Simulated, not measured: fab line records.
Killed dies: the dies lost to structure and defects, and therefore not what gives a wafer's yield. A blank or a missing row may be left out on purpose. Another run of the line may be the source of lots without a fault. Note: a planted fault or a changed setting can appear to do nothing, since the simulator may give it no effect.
Which of the tools did it? / flow sky130 / 6 lots, 17 wafers sampled, at 2 steps of a route of 708

WHAT THE GAUGES SHOWED, per wafer
SKY_SONOS_TUNNEL_CD_MEAS_07: target cd 410 nm.
lot=L541; measured=day 11 20:13; on=cd-sem-02; cd-nm (nm)=410.4 411.2 410.7
lot=L547; measured=day 14 04:11; on=cd-sem-01; cd-nm (nm)=396.4 395.9
lot=L552; measured=day 15 12:58; on=cd-sem-01; cd-nm (nm)=411.1 411.8 411.6
lot=L557; measured=day 17 05:10; on=cd-sem-02; cd-nm (nm)=409.2 411.2 410.3
lot=L559; measured=day 18 19:13; on=cd-sem-01; cd-nm (nm)=407.9 406.3 406.0
lot=L560; measured=day 19 02:10; on=cd-sem-01; cd-nm (nm)=414.2 415.0 414.3

EACH LOT AND THE TOOL THAT RAN IT (in order: tool; ch and the chambers of the sampled wafers; start)
lot=L541; SKY_SONOS_TUNNEL_DEVELOP_06=litho-track-01 ch 0, day 11 20:04
lot=L547; SKY_SONOS_TUNNEL_DEVELOP_06=litho-track-01 ch 0, day 14 04:02
lot=L552; SKY_SONOS_TUNNEL_DEVELOP_06=litho-track-03 ch 0, day 15 12:49
lot=L557; SKY_SONOS_TUNNEL_DEVELOP_06=litho-track-02 ch 0, day 17 05:01
lot=L559; SKY_SONOS_TUNNEL_DEVELOP_06=litho-track-01 ch 0, day 18 19:04
lot=L560; SKY_SONOS_TUNNEL_DEVELOP_06=litho-track-01 ch 0, day 19 02:01
- SKY_SONOS_TUNNEL_DEVELOP_06: develop time 60 s.

THE ANSWER, worked out from the rows above alone
Rule: the lots themselves supply what counts as usual. The widest of any qualifying gaps counts: lots, ordered by their means at a reading, are off when they make up no more than a third of the lots, leave a main group of 4 or more, and stand apart from it by 3 or more times the standard deviation of that group's means. The tables above print the reading to a certain number of digits; a main group whose means all agree to those digits is not used. A lot without any number at a reading at which 4 lots or more have one is off too. All remaining lots with rows at the step are treated as sound.
Off: L547 (SKY_SONOS_TUNNEL_CD_MEAS_07, cd-nm). The main group: mean 410.7 nm, standard deviation 2.5.
If a tool, at a process step before that reading, ran all the lots that are off and no sound lot after the first of them, it fits. Gauges at SKY_SONOS_TUNNEL_CD_MEAS_07: tried the same way as those tools. Of those tried, none fits.

WHAT THE SIMULATOR PUT IN
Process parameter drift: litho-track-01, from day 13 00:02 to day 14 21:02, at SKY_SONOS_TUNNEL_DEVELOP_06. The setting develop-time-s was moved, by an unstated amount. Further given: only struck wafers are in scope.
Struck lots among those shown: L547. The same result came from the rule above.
